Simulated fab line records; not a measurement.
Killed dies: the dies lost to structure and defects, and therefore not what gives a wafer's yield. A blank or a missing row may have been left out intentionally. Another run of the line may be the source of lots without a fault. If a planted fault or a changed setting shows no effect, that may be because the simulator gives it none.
A struck lot beside a sound one ; flow sky130 ; 15 steps out of a route of 708
Sound: wafers L725.2, L725.4, L725.6. Struck: wafer L718.5. (L718.4 of the same lot was not struck and is left out.) The cause comes at the end.
At each step with rows: each side's tool, then ch and its chambers, then its first start. Under that, the readings that differ: sound wafers ; struck wafers ; difference of the means ; sigmas: that difference in standard deviations of wafers without a fault.
alike: words and numbers the same on both sides, and readings whose means are apart by under 2 such deviations; not compared: readings that were withheld, readings missing a value for some wafer, numbers with overlapping values and no deviation given by the record, and bounds like >300 which may hide the same value.
Wherever a step has rows on one side only, a row that says differs or no value, or a row with sigmas, the two part there. When numbers do not overlap yet have no deviation, they are printed without sigmas and do not part them. A reading missing from all wafers of one side parts the sides only when that side holds two or more wafers.

SKY_GATE_OXIDE_OVL_MEAS_10:
  struck on overlay-02, day 16 07:56; sound on overlay-01, day 18 20:11
  alike: GATE_OXIDE_OVL
then, 2 steps without rows for these wafers: SKY_GATE_OXIDE_IMPLANT_11; SKY_GATE_OXIDE_WET_ETCH_12 (etches SiO2 in dHF, target depth 16.8 nm, time 336 s).
SKY_GATE_OXIDE_STRIP_13: strips in O2/N2.
  sound on plasma-asher-02 ch 0,1, day 18 20:28; struck on plasma-asher-01 ch 1, day 16 08:14
  alike: drypump-motor-current-A, n2-flow-sccm, oes-product-au, strip-time-to-endpoint-s
  not compared: rf-hours-counter-h
SKY_GATE_OXIDE_TW_MEAS_14:
  struck on film-metro-02, day 16 08:20; sound on film-metro-03, day 18 20:34
  alike: GATE_OXIDE_TW
then, 3 steps without rows for these wafers: SKY_GATE_OXIDE_CLEAN_15 (cleans in SC1/SC2, time 150 s); SKY_GATE_OXIDE_OXIDATION_16 (stabilise 600 s, purge 300 s, target thk 3.57 nm); SKY_POLY_GATE_CVD_00 (deposits poly-Si, target thk 180 nm, time 720 s).
SKY_POLY_GATE_THK_MEAS_01:
  struck on film-metro-01, day 16 11:54; sound on film-metro-04, day 18 23:26
  alike: POLY_GATE_CVD_00_THK
then, 3 steps without rows for these wafers: SKY_RES_PROTECT_DEHYDRATE_00 (time 60 s); SKY_RES_PROTECT_HMDS_01 (prime time 60 s); SKY_RES_PROTECT_COAT_02 (resist thk 1140 nm).
SKY_RES_PROTECT_SOFTBAKE_03: time 60 s.
  sound on litho-track-02 ch 0, day 19 14:52; struck on litho-track-04 ch 0, day 17 01:05
reading;sound;struck;difference;sigmas
heater-power-total-W (W);56.67 56.68 56.57;57.28;+0.64;+14
run-length-s (s);89.20 89.13 89.19;87.11;-2.06;-15
then, 1 step without rows for these wafers: SKY_RES_PROTECT_EXPOSE_04 (exposes mask RPM, target cd 1270 nm).
-- the record jumps here: 30 days lie between the struck wafers' starts before and after (it left off in module RES_PROTECT and takes up again in module PAD_OPEN, whose first step shown is number 708 of the route) --
SKY_PAD_OPEN_PROBE_99:
  struck on prober-01, day 47 12:05; sound on prober-02, day 49 02:51
reading;sound;struck;difference;sigmas
killed-dies;96 92 107;78;-20;-2
killed-open;48 59 59;33;-22;-3
  alike: killed_at_M0_to_M3, killed_at_M4_up, killed-at-contacts, killed-at-front-end, killed-at-other, killed-short

WHERE THEY PART
First at SKY_RES_PROTECT_SOFTBAKE_03; last, within this record, at SKY_PAD_OPEN_PROBE_99.

WHY: whatever the simulator had introduced
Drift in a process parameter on litho-track-04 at SKY_RES_PROTECT_SOFTBAKE_03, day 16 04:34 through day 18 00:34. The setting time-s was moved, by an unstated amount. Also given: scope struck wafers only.
